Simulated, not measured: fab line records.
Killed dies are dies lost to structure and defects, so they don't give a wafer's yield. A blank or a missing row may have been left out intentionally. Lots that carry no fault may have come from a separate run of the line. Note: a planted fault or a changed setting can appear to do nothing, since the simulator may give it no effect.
A struck lot beside a sound one	flow gf180mcu	30 steps out of a route of 602
Sound: these wafers, L948.1, L948.3, L948.5. The struck wafers were L952.1, L952.4, L952.5. The cause comes at the end.
Per side, at each step with rows, come the tool, then ch with its chambers, and then its first start. Under that, the readings that differ: sound wafers	struck wafers	difference of the means	sigmas: that difference in standard deviations of wafers without a fault.
alike: readings with means less than 2 such deviations apart, plus words and numbers identical on both sides. not compared: withheld readings, readings lacking a value on some wafer, bounds such as >300 that could conceal the same value, and numbers that have no deviation in the record and whose values overlap.
The two part at a step that has a row with sigmas, a row that says differs or no value, or rows on one side only. Non-overlapping numbers with no deviation appear without sigmas and do not part them. A reading missing from all wafers of one side parts the sides only when that side holds two or more wafers.

first, 7 steps without rows for these wafers: GF_DUAL_GATE_DEHYDRATE_04 (time 60 s); GF_DUAL_GATE_HMDS_05 (prime time 60 s); GF_DUAL_GATE_COAT_06 (resist thk 1000 nm); GF_DUAL_GATE_SOFTBAKE_07 (time 60 s); GF_DUAL_GATE_EXPOSE_08 (exposes mask Dualgate, target cd 700 nm); GF_DUAL_GATE_PEB_09; GF_DUAL_GATE_DEVELOP_10 (develop time 60 s).
GF_DUAL_GATE_OVL_MEAS_11:
  sound on overlay-02, day 8 13:16; struck on overlay-02, day 9 17:41
  alike: DUAL_GATE_OVL
then, 1 step without rows for these wafers: GF_DUAL_GATE_WET_ETCH_12 (etches SiO2 in dHF, target depth 13 nm, time 260 s).
GF_DUAL_GATE_STRIP_13: strips in O2/N2.
  sound on plasma asher-04 ch 0, day 8 13:23; struck on plasma asher-02 ch 0,1, day 9 17:53
  alike: drypump motor current A, heater power w, oes product au, strip time to endpoint s
  not compared: rf hours counter h
then, 2 steps without rows for these wafers: GF_DUAL_GATE_CLEAN_14 (cleans in SC1/SC2, time 150 s); GF_DUAL_GATE_OXIDATION_15 (stabilise 600 s, purge 300 s, target thk 7.098 nm).
GF_POLY_GATE_CVD_00: deposits poly-Si, target thk 200 nm, time 1200 s.
  sound on lpcvd-02 ch 1, day 8 15:50; struck on lpcvd-02 ch 0, day 10 00:01
  alike: pressure mtorr, zone power bottom pct
GF_POLY_GATE_THK_MEAS_01:
  sound on film metro-02, day 8 17:10; struck on film metro-03, day 10 01:20
reading	sound	struck	difference	sigmas
POLY_GATE_CVD_00_THK (nm)	200.3 200.0 199.6	398.2 400.5 400.1	+199.6	+99 or more
then, 8 steps without rows for these wafers: GF_POLY_GATE_DEHYDRATE_02 (time 60 s); GF_POLY_GATE_HMDS_03 (prime time 60 s); GF_POLY_GATE_COAT_04; GF_POLY_GATE_COAT_05 (resist thk 700 nm); GF_POLY_GATE_SOFTBAKE_06 (time 60 s); GF_POLY_GATE_EXPOSE_07 (exposes mask Poly2, target cd 280 nm); GF_POLY_GATE_PEB_08 (peb time 90 s); GF_POLY_GATE_DEVELOP_09 (develop time 60 s).
GF_POLY_GATE_CD_MEAS_10 targets a cd of 280 nm.
  sound on cd sem-02, day 9 10:02; struck on cd sem-02, day 10 14:44
  alike: cd nm
GF_POLY_GATE_OVL_MEAS_11:
  sound on overlay-02, day 9 10:10; struck on overlay-01, day 10 14:51
  alike: POLY_GATE_OVL
GF_POLY_GATE_ETCH_12: etches BARC in N2/H2.
  sound on rie diel-03 ch 0,2,3, day 9 10:11; struck on rie diel-03 ch 0,2,3, day 10 14:53
  alike: bias w, drypump motor current A, oes product au, throttle valve pct
GF_POLY_GATE_ETCH_13: etches poly-Si in HBr/Cl2, stops on SiO2, target depth 198.5 nm, time 69.6 s.
  sound on rie si-01 ch 0,1, day 9 10:14; struck on rie si-02 ch 0,3, day 10 14:56
  alike: bias w, drypump motor current A, oes product au, throttle valve pct
  not compared: rf hours counter h
GF_POLY_GATE_STRIP_14: strips in O2/N2.
  sound on plasma asher-01 ch 0, day 9 10:18; struck on plasma asher-01 ch 1, day 10 14:59
reading	sound	struck	difference	sigmas
drypump motor current A (A)	5.34 5.27 5.30	5.82 5.84 5.82	+0.52	+2
heater power w (W)	359 369 359	288 290 294	-72	-2
model.poly-Si_of_POLY_GATE_CVD_00.thk nm (nm)	200.1 199.7 199.3	397.8 399.9 399.8	+199.5	
  alike: oes product au
  not compared: rf hours counter h
GF_POLY_GATE_CLEAN_15: cleans in SC1/SC2, time 150 s.
  sound on wet bench-01 ch 2, day 9 10:24; struck on wet bench-01 ch 3, day 10 15:05
reading	sound	struck	difference	sigmas
model.poly-Si_of_POLY_GATE_CVD_00.thk nm (nm)	199.7 199.4 199	397.4 399.5 399.4	+199.4	
then, 1 step without rows for these wafers: GF_POLY_GATE_OXIDATION_16 (stabilise 600 s, purge 300 s, target thk 4 nm).
-- the record jumps here: 20 days lie between the struck wafers' starts before and after (it left off in module POLY_GATE and takes up again in module PASSIVATION, whose first step shown is number 602 of the route) --
GF_PASSIVATION_PROBE_99:
  only the struck wafers here have rows in the record (prober-02, day 30 12:27); the sound ones have none

== WHERE THEY PART ==
At GF_POLY_GATE_THK_MEAS_01 first; at GF_PASSIVATION_PROBE_99 last (within this record only).

WHY: what the simulator had put in
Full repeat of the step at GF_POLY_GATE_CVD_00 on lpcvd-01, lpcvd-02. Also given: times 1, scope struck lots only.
